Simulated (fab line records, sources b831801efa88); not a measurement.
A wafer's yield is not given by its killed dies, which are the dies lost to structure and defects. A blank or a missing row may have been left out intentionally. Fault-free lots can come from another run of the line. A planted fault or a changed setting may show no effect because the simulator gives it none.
Chamber matching / flow sky130 / SKY_VIA1_HDPCVD_00 on hdpcvd-01 has 3 sister chambers
The step deposits SiO2, target thk 1030 nm, time 171.7 s. 6 wafers are shown with their chamber, then 6 later ones without.

== WAFERS, EACH WITH ITS CHAMBER ==
wafer=L367.1; chamber=2; sih4-flow-sccm (sccm)=60.12
wafer=L369.2; chamber=2; sih4-flow-sccm (sccm)=59.74
wafer=L369.3; chamber=1; sih4-flow-sccm (sccm)=60.10
wafer=L369.5; chamber=0; sih4-flow-sccm (sccm)=60.11
wafer=L374.1; chamber=0; sih4-flow-sccm (sccm)=60.19
wafer=L374.3; chamber=1; sih4-flow-sccm (sccm)=60.51

== WAFERS WITH NO CHAMBER GIVEN ==
wafer=L374.5; sih4-flow-sccm (sccm)=60.35
wafer=L376.1; sih4-flow-sccm (sccm)=60.00
wafer=L376.5; sih4-flow-sccm (sccm)=60.10
wafer=L376.6; sih4-flow-sccm (sccm)=59.86
wafer=L378.2; sih4-flow-sccm (sccm)=59.93
wafer=L381.1; sih4-flow-sccm (sccm)=60.28

== EACH ONE'S CHAMBER ==
wafer=L374.5; from the rows above=can't be placed: 1 or 0 or 2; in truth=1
wafer=L376.1; from the rows above=can't be placed: 2 or 0 or 1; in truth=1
wafer=L376.5; from the rows above=can't be placed: 0 or 2 or 1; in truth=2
wafer=L376.6; from the rows above=can't be placed: 2 or 0 or 1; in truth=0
wafer=L378.2; from the rows above=can't be placed: 2 or 0 or 1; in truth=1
wafer=L381.1; from the rows above=can't be placed: 1 or 0 or 2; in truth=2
Correct placement for 0 of the 6. From these rows, 6 cannot be placed; in 6 the true chamber is one of the candidates. 0 placed wrongly.
How it was worked out, from the rows above alone: a wafer's distance from a chamber is the root of the sum, over the readings, of the square of ((its reading less the chamber's mean) divided by the reading's scatter). If the next closest chamber is less than 2 further off than the closest, the wafer can't be placed; otherwise it belongs to the closest. For every chamber, the mean is computed from those of its wafers that are shown. The scatter is the square root of a quotient: the sum, over the shown wafers, of each reading's squared deviation from its chamber's mean, divided by wafers minus chambers.
